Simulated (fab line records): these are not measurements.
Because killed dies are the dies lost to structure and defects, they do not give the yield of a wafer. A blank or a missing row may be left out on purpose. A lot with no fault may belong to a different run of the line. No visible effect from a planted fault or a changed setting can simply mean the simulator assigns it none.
Problem report in the 8D (eight disciplines) form, filled by code    flow sky130    the parts of the form that need people (team, actions taken, sign-off) are left out

1. WHAT WENT WRONG
Mean of oesProductAu at SKY_PAD_OPEN_ETCH_07: 0.841 a.u. across 9 wafers in 3 lots; on wafers with no fault it is 0.980 a.u. (standard deviation 0.0076). Measured from the usual mean, that is -18 standard deviations.
The step: etches the open film in CF4/O2, stops on AlCu, target depth 725 nm, time 161.1 s.
Seen first at day 50 07:28 on rieDiel-04, wafer L714.2. The record has a number at this step for 36 wafers belonging to 12 lots. By rule, "out" or "out of limits" means more than 4 standard deviations away from the usual mean. Any other wafer with a number is counted as sound.

2. WHAT IT IS, WHAT IT ISN'T
question                     is                      is not
which readings at this step  oesProductAu            drypumpMotorCurrentA
which lots                   L714, L716, L718        L696, L697, L698, L699, L700, L706, L709, L711, L712
which wafers of those lots   all that have a number  -
read on which tools          rieDiel-04              rieDiel-01, rieDiel-02
when                         from day 50 07:28       up to then (27 sound wafers)

3. WHAT RULES OUT EACH SUSPECT
Counting: a tool at a process step up to the reading stays a suspect if it ran every lot that is out and no sound lot after the first of them.
- rieDiel-04 at SKY_PAD_OPEN_ETCH_07 (etches the open film in CF4/O2, stops on AlCu, target depth 725 nm, time 161.1 s): kept. It ran every lot that is out, first L714 (day 50 07:28), and no sound lot after that; its last sound lot up to then is L711 (day 50 03:16). Its own readings are out on those wafers: oesProductAu.
Left after counting: rieDiel-04 at SKY_PAD_OPEN_ETCH_07.

4. THE CAUSE (what the simulator had put in)
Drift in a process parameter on rieDiel-04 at SKY_PAD_OPEN_ETCH_07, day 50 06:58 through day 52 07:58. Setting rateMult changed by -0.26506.
This tool alone remained once counting was done.

5. THE CHAIN OF EFFECTS, in route order
Each row: a reading where the mean over the struck wafers with a number is more than 3 standard deviations away from the usual. Scope: only readings with a usual standard deviation given in the record; hours: median across lots of the time from each lot's start at the first step in this table that gives one to its start at this step; sigmas: change in usual standard deviations.
hours  step                   reading              usual       on struck wafers  change  sigmas
0      SKY_PAD_OPEN_ETCH_07   oesProductAu         0.980 a.u.  0.841             -0.139  -18
0      SKY_PAD_OPEN_ETCH_07   throttleValvePct     5.965 %     5.926             -0.039  -4.1
2      SKY_PAD_OPEN_PROBE_99  defectLimitedYield   82.5 %      0.0               -82.5   -46
2      SKY_PAD_OPEN_PROBE_99  killedAtOther        0.2         409.8             +409.6  +99 or more
2      SKY_PAD_OPEN_PROBE_99  killedDies           86          492               +406    +46
2      SKY_PAD_OPEN_PROBE_99  killedOnRim          16          96                +80     +24
2      SKY_PAD_OPEN_PROBE_99  sort_bin_5_function  10.4 %      93.1              +82.7   +59
2      SKY_PAD_OPEN_PROBE_99  sortNPass            406         0                 -406    -46
2      SKY_PAD_OPEN_PROBE_99  sortYieldPct         82.5 %      0.0               -82.5   -46
Process steps it contains:
- SKY_PAD_OPEN_ETCH_07: etches the open film in CF4/O2, stops on AlCu, target depth 725 nm, time 161.1 s.
- SKY_PAD_OPEN_PROBE_99

6. WHAT WOULD HAVE CAUGHT IT SOONER
0 hours passed between the start of the fault at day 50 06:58 and the first reading out of limits in this record, taken at day 50 07:28.
